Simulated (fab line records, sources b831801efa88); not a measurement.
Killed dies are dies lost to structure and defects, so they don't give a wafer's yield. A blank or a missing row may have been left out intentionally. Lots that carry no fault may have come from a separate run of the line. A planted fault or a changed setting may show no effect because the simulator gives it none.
What tool caused it? ; flow sky130 ; Sampling: 11 lots, 31 wafers, 4 of 708 route steps

== WHAT THE GAUGES READ, wafer by wafer ==
SKY_VIA4_RS_MEAS_19: measures by four-point-probe.
lot;measured;on;VIA4_W_RS (ohm/sq)
L901;day 43 14:53;film_metro-03;0.2266 0.2280 0.2242
L902;day 43 21:22;film_metro-03;0.2249 0.2260 0.2259
L903;day 44 01:55;film_metro-01;0.2269 0.2268 0.2304
L906;day 44 23:55;film_metro-03;0.2316 0.1762
L907;day 45 05:05;film_metro-03;0.1757 0.2301
L916;day 47 17:44;film_metro-03;0.2286 0.2270 0.2290
L917;day 47 19:49;film_metro-01;0.2302 0.2287 0.2331
L918;day 48 03:14;film_metro-01;0.2285 0.2281 0.2307
L919;day 48 06:04;film_metro-02;0.2256 0.2254 0.2235
L920;day 48 13:44;film_metro-03;0.2270 0.2287 0.2296
L921;day 48 16:21;film_metro-03;0.2254 0.2262 0.2261

== EACH LOT AND THE TOOL THAT RAN IT (in order: tool; ch and the chambers of the sampled wafers; start) ==
lot;SKY_METAL1_DESCUM_17;SKY_VIA2_SPUTTER_20;SKY_VIA4_CVD_18
L901;rie_metal-01 ch 1, day 33 18:40;pvd_sputter-03, day 37 05:07;cvd_w-01 ch 0,1, day 43 14:43
L902;rie_metal-04 ch 0,1, day 33 23:51;pvd_sputter-02, day 37 11:23;cvd_w-02 ch 0,1, day 43 21:13
L903;rie_metal-04 ch 0,1, day 34 05:27;pvd_sputter-02, day 37 18:06;cvd_w-02 ch 0,1, day 44 01:46
L906;rie_metal-02 ch 0,1, day 35 09:00;pvd_sputter-04, day 38 19:18;cvd_w-02 ch 0,1, day 44 23:46
L907;rie_metal-04 ch 0, day 35 12:41;pvd_sputter-03, day 38 23:30;cvd_w-02 ch 0, day 45 04:55
L916;rie_metal-04 ch 0,1, day 38 18:39;pvd_sputter-04, day 42 00:48;cvd_w-02 ch 0,1, day 47 17:34
L917;rie_metal-02 ch 0, day 38 20:09;pvd_sputter-02, day 42 02:47;cvd_w-02 ch 0,1, day 47 19:39
L918;rie_metal-02 ch 1, day 39 03:03;pvd_sputter-04, day 42 09:37;cvd_w-02 ch 0,1, day 48 03:04
L919;rie_metal-02 ch 1, day 39 10:33;pvd_sputter-03, day 42 15:30;cvd_w-01 ch 0, day 48 05:55
L920;rie_metal-01 ch 0,1, day 39 20:03;pvd_sputter-04, day 43 01:05;cvd_w-02 ch 0,1, day 48 13:34
L921;rie_metal-04 ch 0, day 39 23:25;pvd_sputter-03, day 43 04:17;cvd_w-02 ch 0,1, day 48 16:11
- SKY_METAL1_DESCUM_17: chemistry O2, time 8 s.
- SKY_VIA2_SPUTTER_20: material TiN, target thk 20 nm, time 80 s.
- SKY_VIA4_CVD_18: deposits W, target thk 505 nm, time 152.14 s.

== THE ANSWER, worked out from the rows above alone ==
Rule: usual is defined by the lots themselves. The widest of any qualifying gaps counts: lots, ordered by their means at a reading, are off when they make up no more than a third of the lots, leave a main group of 4 or more, and stand apart from it by 3 or more times the standard deviation of that group's means. If all means in a main group match to the digits the tables above print for the reading, that group is not used. A lot without any number at a reading at which 4 lots or more have one is off too. Any other lot the step has rows for is counted as sound.
Off: L906, L907, seen at SKY_VIA4_RS_MEAS_19 (VIA4_W_RS). Main group: mean 0.2274 ohm/sq, sd 0.0018.
If a tool, at a process step before that reading, ran all the lots that are off and no sound lot after the first of them, it fits. The gauges at SKY_VIA4_RS_MEAS_19 are tried like those tools. Of those tried, none fits.

== WHAT THE SIMULATOR HAD PUT IN ==
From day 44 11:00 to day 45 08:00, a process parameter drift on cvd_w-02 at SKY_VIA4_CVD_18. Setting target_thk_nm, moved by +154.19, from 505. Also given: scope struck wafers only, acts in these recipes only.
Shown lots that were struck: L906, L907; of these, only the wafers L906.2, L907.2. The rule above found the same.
